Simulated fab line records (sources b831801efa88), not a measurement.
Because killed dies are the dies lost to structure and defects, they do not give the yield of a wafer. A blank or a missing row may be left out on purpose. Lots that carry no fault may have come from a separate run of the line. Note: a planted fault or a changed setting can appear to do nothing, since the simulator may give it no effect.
Which tool is to blame?	flow sky130	12 lots with 36 wafers sampled at 3 steps, on a route of 708 steps

== WHAT THE GAUGES READ, wafer by wafer ==
SKY_LI_CONTACT_THK_MEAS_23: measures by xrf.
lot	measured	on	LI_CONTACT_W_THK (nm)
L705	day 29 05:16	film_metro-01	416 423 422
L706	day 29 12:10	film_metro-01	421 417 412
L708	day 30 03:25	film_metro-02	420 417 425
L710	day 30 19:11	film_metro-03	416 418 414
L714	day 32 14:59	film_metro-01	416 414 415
L715	day 33 03:06	film_metro-01	410 414 412
L720	day 34 08:19	film_metro-03	417 426 424
L722	day 35 07:30	film_metro-02	416 422 424
L723	day 35 09:19	film_metro-01	416 411 412
L724	day 35 14:14	film_metro-03	427 422 424
L727	day 36 06:15	film_metro-03	419 430 429
L728	day 36 20:39	film_metro-03	415 419 410

SKY_CONTACT_THK_MEAS_03.
lot	measured	on	CONTACT_HDPCVD_THK (nm)
L705	day 30 10:51	film_metro-02	569 559 558
L706	day 30 17:56	film_metro-01	565 553 565
L708	day 31 09:25	film_metro-01	561 558 559
L710	day 32 05:24	film_metro-04	559 566 557
L714	day 33 19:42	film_metro-04	576 567 570
L715	day 34 06:52	film_metro-04	574 569 568
L720	day 35 12:30	film_metro-04	563 555 567
L722	day 36 11:28	film_metro-01	564 563 572
L723	day 36 12:55	film_metro-02	560 567 559
L724	day 36 17:26	film_metro-02	564 567 563
L727	day 37 09:38	film_metro-01	552 554 544
L728	day 38 01:10	film_metro-04	554 557 549

== WHICH TOOL RAN EACH LOT (tool, then ch and the chambers of the sampled wafers, then the start) ==
lot	SKY_LOCAL_INTERCONNECT_METAL_ETCH_14
L705	rie_metal-03 ch 0, day 30 10:00
L706	rie_metal-03 ch 0,1, day 30 17:06
L708	rie_metal-03 ch 0,1, day 31 08:36
L710	rie_metal-04 ch 0,1, day 32 04:33
L714	rie_metal-02 ch 0,1, day 33 18:51
L715	rie_metal-04 ch 0,1, day 34 06:03
L720	rie_metal-02 ch 0,1, day 35 11:39
L722	rie_metal-03 ch 0,1, day 36 10:40
L723	rie_metal-04 ch 0,1, day 36 12:06
L724	rie_metal-02 ch 0,1, day 36 16:37
L727	rie_metal-02 ch 0,1, day 37 08:49
L728	rie_metal-03 ch 0,1, day 38 00:13
- SKY_LOCAL_INTERCONNECT_METAL_ETCH_14: etches TiN in Cl2/BCl3, stops on PSG, target depth 110 nm, time 31.4 s.

== AS READ BY THE TOOLS THEMSELVES (means over the sampled wafers that have a number; for cases with no such wafer, the mark the record gives instead) ==
SKY_LOCAL_INTERCONNECT_METAL_ETCH_14.
lot	tool	bcl3_flow_sccm (sccm)	drypump_motor_current_A (A)	oes_product_au (a.u.)	throttle_valve_pct (%)
L705	rie_metal-03	30.00	6.0	0.942	21.895
L706	rie_metal-03	30.10	5.8	0.943	21.904
L708	rie_metal-03	30.02	5.8	0.944	21.901
L710	rie_metal-04	30.01	5.7	0.945	21.890
L714	rie_metal-02	30.04	5.5	0.929	21.905
L715	rie_metal-04	30.10	5.9	0.936	21.900
L720	rie_metal-02	29.97	5.6	0.939	21.906
L722	rie_metal-03	29.97	5.8	0.933	21.905
L723	rie_metal-04	30.04	5.9	0.951	21.908
L724	rie_metal-02	30.08	5.8	0.947	21.903
L727	rie_metal-02	29.96	5.8	0.946	21.886
L728	rie_metal-03	29.93	5.9	0.939	21.899

== THE ANSWER, worked out from the rows above alone ==
Rule: the lots themselves supply what counts as usual. The widest of any qualifying gaps counts: lots, ordered by their means at a reading, are off when they make up no more than a third of the lots, leave a main group of 4 or more, and stand apart from it by 3 or more times the standard deviation of that group's means. Not used: any main group whose means are identical at the precision the tables above print for the reading. A lot without any number at a reading at which 4 lots or more have one is off too. All remaining lots with rows at the step are treated as sound. The gauges are gone through in route order, then the tools' own readings, and for those a lot's mean is taken as printed above. At the first step where some lot is off, the reading lying furthest off is the one used; lots without a number count as furthest.
Nothing can be told from this: no lot is off at any reading shown.

== WHAT THE SIMULATOR HAD PUT IN ==
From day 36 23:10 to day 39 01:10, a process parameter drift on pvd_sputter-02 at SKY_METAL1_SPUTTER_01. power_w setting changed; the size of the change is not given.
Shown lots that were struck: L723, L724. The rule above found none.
